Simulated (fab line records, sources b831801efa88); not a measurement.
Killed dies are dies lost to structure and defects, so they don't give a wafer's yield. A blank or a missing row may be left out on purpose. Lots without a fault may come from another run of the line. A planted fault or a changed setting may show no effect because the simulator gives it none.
Chamber matching | flow sky130 | SKY_VIA2_ETCH_14 on rie_diel-04: 4 sister chambers
The step etches BARC in N2/H2, stops on SiO2, time 45.9 s, target depth 60 nm. 18 wafers are shown with their chamber, then 9 later ones without.

WAFERS WITH THEIR CHAMBER
wafer  | chamber | drypump_motor_current_A (A) | throttle_valve_pct (%) | oes_product_au (a.u.)
L074.1 | 3       | 5.3                         | 13.234                 | 0.850
L074.2 | 0       | 5.5                         | 13.237                 | 0.852
L074.4 | 1       | 5.4                         | 13.234                 | 0.848
L075.3 | 1       | 5.4                         | 13.215                 | 0.853
L075.5 | 3       | 5.3                         | 13.215                 | 0.859
L075.6 | 1       | 5.4                         | 13.226                 | 0.862
L078.3 | 1       | 5.4                         | 13.238                 | 0.859
L078.5 | 2       | 5.4                         | 13.207                 | 0.856
L078.6 | 3       | 5.4                         | 13.234                 | 0.864
L080.2 | 3       | 5.3                         | 13.233                 | 0.858
L080.4 | 2       | 5.4                         | 13.222                 | 0.851
L080.6 | 0       | 5.4                         | 13.216                 | 0.852
L082.1 | 3       | 5.4                         | 13.221                 | 0.851
L082.3 | 0       | 5.5                         | 13.216                 | 0.852
L082.5 | 3       | 5.3                         | 13.216                 | 0.853
L083.2 | 1       | 5.4                         | 13.226                 | 0.856
L083.3 | 0       | 5.5                         | 13.243                 | 0.848
L083.4 | 0       | 5.4                         | 13.224                 | 0.851

SIGNATURES (means of the wafers above)
reading                 | chamber 0 | chamber 1 | chamber 2 | chamber 3 | scatter within a chamber
drypump_motor_current_A | 5.460     | 5.400     | 5.400     | 5.333     | 0.0425
throttle_valve_pct      | 13.22720  | 13.22780  | 13.21450  | 13.22550  | 0.0102
oes_product_au          | 0.85100   | 0.85560   | 0.85350   | 0.85583   | 0.00454
Rule: a wafer's distance from a chamber is the root of the sum, over the readings, of the square of ((its reading less the chamber's mean) divided by the reading's scatter). The wafer belongs to the nearest chamber; if the next one is less than 2 further off, it can't be placed. The scatter: the root of (the sum of the squares of (reading less its chamber's mean) over the shown wafers, divided by (wafers less chambers)).

WAFERS WITHOUT THEIR CHAMBER
wafer  | drypump_motor_current_A (A) | throttle_valve_pct (%) | oes_product_au (a.u.)
L084.2 | 5.5                         | 13.229                 | 0.852
L084.5 | 5.4                         | 13.239                 | 0.851
L084.6 | 5.5                         | 13.225                 | 0.851
L087.1 | 5.3                         | 13.234                 | 0.857
L087.2 | 5.4                         | 13.225                 | 0.850
L087.3 | 5.5                         | 13.219                 | 0.849
L092.1 | 5.4                         | 13.227                 | 0.850
L092.3 | 5.5                         | 13.226                 | 0.845
L092.5 | 5.5                         | 13.227                 | 0.847

WHICH CHAMBER EACH WENT THROUGH
wafer  | from the rows above               | in truth
L084.2 | can't be placed: 0 or 1 or 2      | 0
L084.5 | can't be placed: 1 or 0 or 3 or 2 | 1
L084.6 | can't be placed: 0 or 1 or 2      | 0
L087.1 | can't be placed: 3 or 1 or 2      | 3
L087.2 | can't be placed: 1 or 2 or 0 or 3 | 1
L087.3 | can't be placed: 0 or 2 or 1      | 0
L092.1 | can't be placed: 1 or 0 or 2 or 3 | 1
L092.3 | can't be placed: 0 or 2 or 1      | 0
L092.5 | can't be placed: 0 or 2 or 1      | 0
Placed correctly: 0 of 9. Can't be placed from these rows: 9 (the true chamber is among the candidates in 9). Placed wrongly: 0.
